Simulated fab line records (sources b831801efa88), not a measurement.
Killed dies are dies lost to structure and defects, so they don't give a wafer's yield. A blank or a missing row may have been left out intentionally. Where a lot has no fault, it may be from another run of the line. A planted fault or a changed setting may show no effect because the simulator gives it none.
Which tool was responsible? / flow sky130 / 13 lots with 39 wafers sampled at 3 steps, on a route of 708 steps

WHAT THE GAUGES SHOWED, per wafer
SKY_FIELD_ISO_BOW_MEAS_00.
lot=L169; measured=day 1 10:02; on=film metro-01; INCOMING_BOW (um)=3 11 18
lot=L170; measured=day 1 15:00; on=film metro-01; INCOMING_BOW (um)=-12 3 -5
lot=L171; measured=day 1 20:02; on=film metro-01; INCOMING_BOW (um)=-9 2 6
lot=L173; measured=day 2 06:01; on=film metro-02; INCOMING_BOW (um)=-3 -8 -7
lot=L181; measured=day 3 22:00; on=film metro-01; INCOMING_BOW (um)=0 -7 3
lot=L182; measured=day 4 03:02; on=film metro-02; INCOMING_BOW (um)=-2 3 -14
lot=L184; measured=day 4 13:00; on=film metro-04; INCOMING_BOW (um)=6 0 -6
lot=L185; measured=day 4 18:00; on=film metro-04; INCOMING_BOW (um)=-7 5 2
lot=L186; measured=day 4 23:02; on=film metro-01; INCOMING_BOW (um)=-14 12 14
lot=L188; measured=day 5 09:01; on=film metro-02; INCOMING_BOW (um)=0 -2 -5
lot=L190; measured=day 5 19:00; on=film metro-02; INCOMING_BOW (um)=4 -4 12
lot=L191; measured=day 6 00:01; on=film metro-01; INCOMING_BOW (um)=-13 6 -6
lot=L192; measured=day 6 05:02; on=film metro-02; INCOMING_BOW (um)=10 1 -2

SKY_GATE_OXIDE_THK_MEAS_02.
lot=L169; measured=day 12 23:50; on=film metro-02; GATE_OXIDE_OXIDATION_00_THK (nm)=10.11 10.30 10.21
lot=L170; measured=day 13 16:47; on=film metro-03; GATE_OXIDE_OXIDATION_00_THK (nm)=10.36 10.28 10.53
lot=L171; measured=day 13 16:48; on=film metro-04; GATE_OXIDE_OXIDATION_00_THK (nm)=10.34 10.41 10.18
lot=L173; measured=day 13 20:46; on=film metro-03; GATE_OXIDE_OXIDATION_00_THK (nm)=10.14 10.40 10.13
lot=L181; measured=day 16 07:10; on=film metro-04; GATE_OXIDE_OXIDATION_00_THK (nm)=10.24 10.14 10.32
lot=L182; measured=day 16 16:49; on=film metro-04; GATE_OXIDE_OXIDATION_00_THK (nm)=10.59 10.28 10.28
lot=L184; measured=day 17 17:13; on=film metro-04; GATE_OXIDE_OXIDATION_00_THK (nm)=10.02 10.29 10.11
lot=L185; measured=day 17 21:19; on=film metro-03; GATE_OXIDE_OXIDATION_00_THK (nm)=10.06 9.98 9.98
lot=L186; measured=day 18 07:53; on=film metro-03; GATE_OXIDE_OXIDATION_00_THK (nm)=10.16 10.27 10.15
lot=L188; measured=day 18 23:29; on=film metro-04; GATE_OXIDE_OXIDATION_00_THK (nm)=10.21 10.06 9.99
lot=L190; measured=day 20 18:50; on=film metro-02; GATE_OXIDE_OXIDATION_00_THK (nm)=10.07 10.02 10.12
lot=L191; measured=day 20 19:30; on=film metro-03; GATE_OXIDE_OXIDATION_00_THK (nm)=10.46 10.58 10.75
lot=L192; measured=day 20 22:26; on=film metro-02; GATE_OXIDE_OXIDATION_00_THK (nm)=10.51 10.50 10.58

WHAT TOOL EACH LOT RAN ON (gives the tool, then ch and the chambers of the sampled wafers, and finally the start)
lot=L169; SKY_VT_ADJUST_PCH_STRIP_09=plasma asher-04 ch 0,1, day 10 11:15
lot=L170; SKY_VT_ADJUST_PCH_STRIP_09=plasma asher-02 ch 0,1, day 10 19:19
lot=L171; SKY_VT_ADJUST_PCH_STRIP_09=plasma asher-02 ch 0,1, day 11 05:13
lot=L173; SKY_VT_ADJUST_PCH_STRIP_09=plasma asher-02 ch 0,1, day 11 11:34
lot=L181; SKY_VT_ADJUST_PCH_STRIP_09=plasma asher-03 ch 0,1, day 13 22:10
lot=L182; SKY_VT_ADJUST_PCH_STRIP_09=plasma asher-04 ch 0,1, day 14 03:50
lot=L184; SKY_VT_ADJUST_PCH_STRIP_09=plasma asher-02 ch 0,1, day 14 21:31
lot=L185; SKY_VT_ADJUST_PCH_STRIP_09=plasma asher-03 ch 0,1, day 15 03:01
lot=L186; SKY_VT_ADJUST_PCH_STRIP_09=plasma asher-03 ch 0,1, day 15 11:03
lot=L188; SKY_VT_ADJUST_PCH_STRIP_09=plasma asher-02 ch 0,1, day 16 03:25
lot=L190; SKY_VT_ADJUST_PCH_STRIP_09=plasma asher-04 ch 0,1, day 17 23:25
lot=L191; SKY_VT_ADJUST_PCH_STRIP_09=plasma asher-04 ch 0,1, day 18 01:22
lot=L192; SKY_VT_ADJUST_PCH_STRIP_09=plasma asher-03 ch 0,1, day 18 02:22
- SKY_VT_ADJUST_PCH_STRIP_09: strips in O2/N2.

WHAT THE TOOLS THEMSELVES READ (means of the sampled wafers that have a number; where no wafer has one, the mark that the record gives instead)
SKY_VT_ADJUST_PCH_STRIP_09.
lot=L169; tool=plasma asher-04; drypump motor current A (A)=5.7; oes product au (a.u.)=0.724; strip time to endpoint s (s)=36.94
lot=L170; tool=plasma asher-02; drypump motor current A (A)=5.8; oes product au (a.u.)=0.727; strip time to endpoint s (s)=36.74
lot=L171; tool=plasma asher-02; drypump motor current A (A)=5.8; oes product au (a.u.)=0.727; strip time to endpoint s (s)=36.84
lot=L173; tool=plasma asher-02; drypump motor current A (A)=5.6; oes product au (a.u.)=0.722; strip time to endpoint s (s)=37.19
lot=L181; tool=plasma asher-03; drypump motor current A (A)=5.9; oes product au (a.u.)=0.722; strip time to endpoint s (s)=37.06
lot=L182; tool=plasma asher-04; drypump motor current A (A)=5.7; oes product au (a.u.)=0.721; strip time to endpoint s (s)=36.86
lot=L184; tool=plasma asher-02; drypump motor current A (A)=5.6; oes product au (a.u.)=0.724; strip time to endpoint s (s)=36.96
lot=L185; tool=plasma asher-03; drypump motor current A (A)=5.5; oes product au (a.u.)=0.719; strip time to endpoint s (s)=36.90
lot=L186; tool=plasma asher-03; drypump motor current A (A)=5.6; oes product au (a.u.)=0.719; strip time to endpoint s (s)=36.92
lot=L188; tool=plasma asher-02; drypump motor current A (A)=5.8; oes product au (a.u.)=0.720; strip time to endpoint s (s)=36.67
lot=L190; tool=plasma asher-04; drypump motor current A (A)=5.7; oes product au (a.u.)=0.724; strip time to endpoint s (s)=36.90
lot=L191; tool=plasma asher-04; drypump motor current A (A)=5.7; oes product au (a.u.)=0.716; strip time to endpoint s (s)=36.87
lot=L192; tool=plasma asher-03; drypump motor current A (A)=5.8; oes product au (a.u.)=0.725; strip time to endpoint s (s)=36.87

THE ANSWER, worked out from the rows above alone
Rule: the lots themselves supply what counts as usual. Put in order of their means at a reading, lots are off if they are a third of the lots or fewer, leave a main group of 4 or more, and stand apart from it by a gap of 3 or more times the standard deviation of the main group's means; of several such gaps the widest counts. A main group is skipped when, at the precision printed for the reading in the tables above, its means are all equal. Also off: a lot with no number at a reading for which 4 or more lots have one. Where the step has rows for the other lots, those lots are counted as sound. After the gauges, taken in route order, come the tools' own readings; for these a lot's mean is taken, as printed above. The first step at which some lot is off is used, and at that step the reading that is off furthest; a lot without a number counts as furthest.
Across all readings shown, no lot is off: no conclusion can be drawn from this.

WHAT WAS PUT IN BY THE SIMULATOR
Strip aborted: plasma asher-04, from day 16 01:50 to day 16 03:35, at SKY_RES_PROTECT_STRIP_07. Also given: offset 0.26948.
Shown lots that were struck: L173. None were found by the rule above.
